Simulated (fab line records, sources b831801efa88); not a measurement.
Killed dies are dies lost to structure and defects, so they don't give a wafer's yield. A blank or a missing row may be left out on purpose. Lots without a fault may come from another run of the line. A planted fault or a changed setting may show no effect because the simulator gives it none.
Which tool did it? | flow sfq_line | 15 lots, 45 wafers sampled, at 5 steps of a route of 325

WHAT THE GAUGES READ, wafer by wafer
SFQ_M4_OVL_MEAS_926.
lot  | measured     | on         | M4_OVL (nm)
L889 | day 45 21:53 | overlay-02 | -1 2 -5
L890 | day 46 02:23 | overlay-02 | -4 0 2
L891 | day 46 03:36 | overlay-02 | 0 5 4
L892 | day 46 06:06 | overlay-01 | 3 -5 2
L895 | day 47 02:36 | overlay-01 | -8 2 -6
L896 | day 47 04:59 | overlay-01 | -8 4 -2
L897 | day 48 14:45 | overlay-01 | 1 -1 3
L898 | day 48 23:09 | overlay-02 | -5 6 1
L899 | day 49 03:30 | overlay-02 | 2 4 2
L900 | day 49 14:28 | overlay-02 | -1 1 -13
L901 | day 49 21:30 | overlay-02 | 6 5 3
L908 | day 51 19:20 | overlay-01 | 7 5 5
L909 | day 51 20:32 | overlay-01 | 3 8 1
L910 | day 52 20:24 | overlay-02 | 4 3 -3
L911 | day 52 21:45 | overlay-01 | 6 9 12

SFQ_JJ_RS_MEAS_929: measures by four-point-probe.
lot  | measured     | on            | JJ_NB_RS (ohm/sq)
L889 | day 51 21:45 | film_metro-03 | 1.024 1.037 1.029
L890 | day 52 01:08 | film_metro-03 | 1.054 1.058 1.048
L891 | day 52 02:23 | film_metro-02 | 1.018 1.013 1.004
L892 | day 52 04:44 | film_metro-02 | 1.049 1.039 1.042
L895 | day 52 21:29 | film_metro-03 | 1.051 1.051 1.054
L896 | day 53 01:03 | film_metro-03 | 1.043 1.048 1.051
L897 | day 54 07:10 | film_metro-03 | 1.041 1.036 1.040
L898 | day 54 10:40 | film_metro-01 | 1.056 1.032 1.057
L899 | day 54 17:14 | film_metro-03 | 1.069 1.052 1.053
L900 | day 55 07:50 | film_metro-01 | 1.043 1.040 1.046
L901 | day 55 20:48 | film_metro-01 | 1.063 1.049 1.058
L908 | day 57 17:55 | film_metro-03 | 0.768 0.772 0.770
L909 | day 57 20:19 | film_metro-03 | 0.760 0.756 0.757
L910 | day 58 15:29 | film_metro-02 | 1.055 1.049 1.029
L911 | day 58 19:43 | film_metro-03 | 0.768 0.766 0.764

SFQ_R5_RS_MEAS_933: measures by four-point-probe.
lot  | measured     | on            | R5_MONX_RS (ohm/sq)
L889 | day 58 03:22 | film_metro-01 | 7.11 7.08 7.15
L890 | day 58 04:19 | film_metro-03 | 6.91 6.95 6.95
L891 | day 58 06:23 | film_metro-01 | 7.08 6.92 7.06
L892 | day 58 09:33 | film_metro-04 | 6.99 7.02 7.02
L895 | day 59 03:35 | film_metro-01 | 6.98 6.99 6.96
L896 | day 59 04:19 | film_metro-04 | 6.96 7.08 7.01
L897 | day 60 00:49 | film_metro-01 | 7.11 6.98 7.01
L898 | day 61 01:31 | film_metro-04 | 6.90 6.94 6.95
L899 | day 61 03:56 | film_metro-03 | 7.16 7.10 7.15
L900 | day 61 06:58 | film_metro-03 | 7.06 7.19 7.15
L901 | day 61 08:43 | film_metro-03 | 6.99 7.00 7.03
L908 | day 63 12:50 | film_metro-03 | 7.00 7.04 7.09
L909 | day 63 21:14 | film_metro-01 | 6.98 7.05 7.11
L910 | day 64 01:33 | film_metro-01 | 7.00 6.95 6.90
L911 | day 64 08:41 | film_metro-04 | 6.98 7.05 6.96

WHICH TOOL RAN EACH LOT (tool, then ch and the chambers of the sampled wafers, then the start)
lot  | SFQ_TRILAYER_JJ_TRILAYER_DEP_SPUTTER_112 | SFQ_TRILAYER_M5_STRIP_STRIP_127
L889 | pvd_sputter-04, day 51 21:38             | rie_metal-02 ch 0,1, day 57 19:49
L890 | pvd_sputter-06, day 52 01:03             | rie_metal-02 ch 1, day 57 22:01
L891 | pvd_sputter-04, day 52 02:15             | rie_metal-03 ch 0,1, day 57 23:25
L892 | pvd_sputter-05, day 52 04:39             | rie_metal-03 ch 0,1, day 58 01:37
L895 | pvd_sputter-06, day 52 21:23             | rie_metal-02 ch 0,1, day 58 15:01
L896 | pvd_sputter-04, day 53 00:59             | rie_metal-02 ch 0,1, day 58 18:25
L897 | pvd_sputter-06, day 54 07:04             | rie_metal-02 ch 0, day 59 19:38
L898 | pvd_sputter-04, day 54 10:35             | rie_metal-01 ch 0,1, day 60 20:22
L899 | pvd_sputter-06, day 54 17:08             | rie_metal-02 ch 0,1, day 60 22:46
L900 | pvd_sputter-04, day 55 07:43             | rie_metal-03 ch 0,1, day 61 00:10
L901 | pvd_sputter-06, day 55 20:43             | rie_metal-02 ch 0,1, day 61 03:34
L908 | pvd_sputter-06, day 57 17:49             | rie_metal-03 ch 0,1, day 63 07:40
L909 | pvd_sputter-06, day 57 20:13             | rie_metal-03 ch 0,1, day 63 16:04
L910 | pvd_sputter-04, day 58 15:25             | rie_metal-01 ch 0,1, day 63 20:23
L911 | pvd_sputter-06, day 58 19:37             | rie_metal-03 ch 1, day 64 03:07
- SFQ_TRILAYER_JJ_TRILAYER_DEP_SPUTTER_112: material Nb, target thk 170 nm, time 113.3 s.
- SFQ_TRILAYER_M5_STRIP_STRIP_127: strips in O2.

WHAT THE TOOLS THEMSELVES READ (means of the sampled wafers that have a number; where no wafer has one, the mark that the record gives instead)
SFQ_TRILAYER_JJ_TRILAYER_DEP_SPUTTER_112.
lot  | tool           | throttle_valve_pct (%)
L889 | pvd_sputter-04 | 30.3
L890 | pvd_sputter-06 | 29.7
L891 | pvd_sputter-04 | 29.7
L892 | pvd_sputter-05 | 30.0
L895 | pvd_sputter-06 | 30.2
L896 | pvd_sputter-04 | 30.4
L897 | pvd_sputter-06 | 30.1
L898 | pvd_sputter-04 | 30.0
L899 | pvd_sputter-06 | 30.5
L900 | pvd_sputter-04 | 31.1
L901 | pvd_sputter-06 | 30.4
L908 | pvd_sputter-06 | 29.9
L909 | pvd_sputter-06 | 30.6
L910 | pvd_sputter-04 | 28.8
L911 | pvd_sputter-06 | 30.3

SFQ_TRILAYER_M5_STRIP_STRIP_127.
lot  | tool         | drypump_motor_current_A (A) | he_backside_leak_sccm (sccm) | oes_product_au (a.u.)
L889 | rie_metal-02 | 5.5                         | 3.4                          | 0.998
L890 | rie_metal-02 | 5.1                         | 3.6                          | 1.015
L891 | rie_metal-03 | 5.4                         | 3.4                          | 0.999
L892 | rie_metal-03 | 5.3                         | 3.4                          | 0.996
L895 | rie_metal-02 | 5.5                         | 3.6                          | 1.005
L896 | rie_metal-02 | 5.5                         | 3.6                          | 1.003
L897 | rie_metal-02 | 6.3                         | 3.3                          | 1.002
L898 | rie_metal-01 | 6.2                         | 3.7                          | 0.990
L899 | rie_metal-02 | 5.9                         | 3.4                          | 1.005
L900 | rie_metal-03 | 5.3                         | 3.3                          | 0.987
L901 | rie_metal-02 | 5.5                         | 3.6                          | 1.004
L908 | rie_metal-03 | 5.3                         | 3.4                          | 0.989
L909 | rie_metal-03 | 5.4                         | 3.4                          | 0.993
L910 | rie_metal-01 | 5.9                         | 3.7                          | 0.989
L911 | rie_metal-03 | 5.2                         | 3.3                          | 0.994

THE ANSWER, worked out from the rows above alone
Rule: what is usual is taken from the lots themselves. Put in order of their means at a reading, lots are off if they are a third of the lots or fewer, leave a main group of 4 or more, and stand apart from it by a gap of 3 or more times the standard deviation of the main group's means; of several such gaps the widest counts. A main group whose means are all the same, to the digits that the tables above print for the reading, isn't used. A lot without any number at a reading at which 4 lots or more have one is off too. The other lots that the step has rows for count as sound. The gauges are gone through in route order, then the tools' own readings, and for those a lot's mean is taken as printed above. The first step at which some lot is off is used, and at that step the reading that is off furthest; a lot without a number counts as furthest.
Off: L908, L909, L911, at SFQ_JJ_RS_MEAS_929 (JJ_NB_RS). The main group: mean 1.044 ohm/sq, standard deviation 0.012.
A tool fits if, at a process step before that reading, it ran every lot that is off, and no sound lot after the first of them. The gauges at SFQ_JJ_RS_MEAS_929 are tried like those tools. Can't be told from this: 2 tools fit, pvd_sputter-06 at SFQ_TRILAYER_JJ_TRILAYER_DEP_SPUTTER_112, film_metro-03 at SFQ_JJ_RS_MEAS_929.

WHAT THE SIMULATOR HAD PUT IN
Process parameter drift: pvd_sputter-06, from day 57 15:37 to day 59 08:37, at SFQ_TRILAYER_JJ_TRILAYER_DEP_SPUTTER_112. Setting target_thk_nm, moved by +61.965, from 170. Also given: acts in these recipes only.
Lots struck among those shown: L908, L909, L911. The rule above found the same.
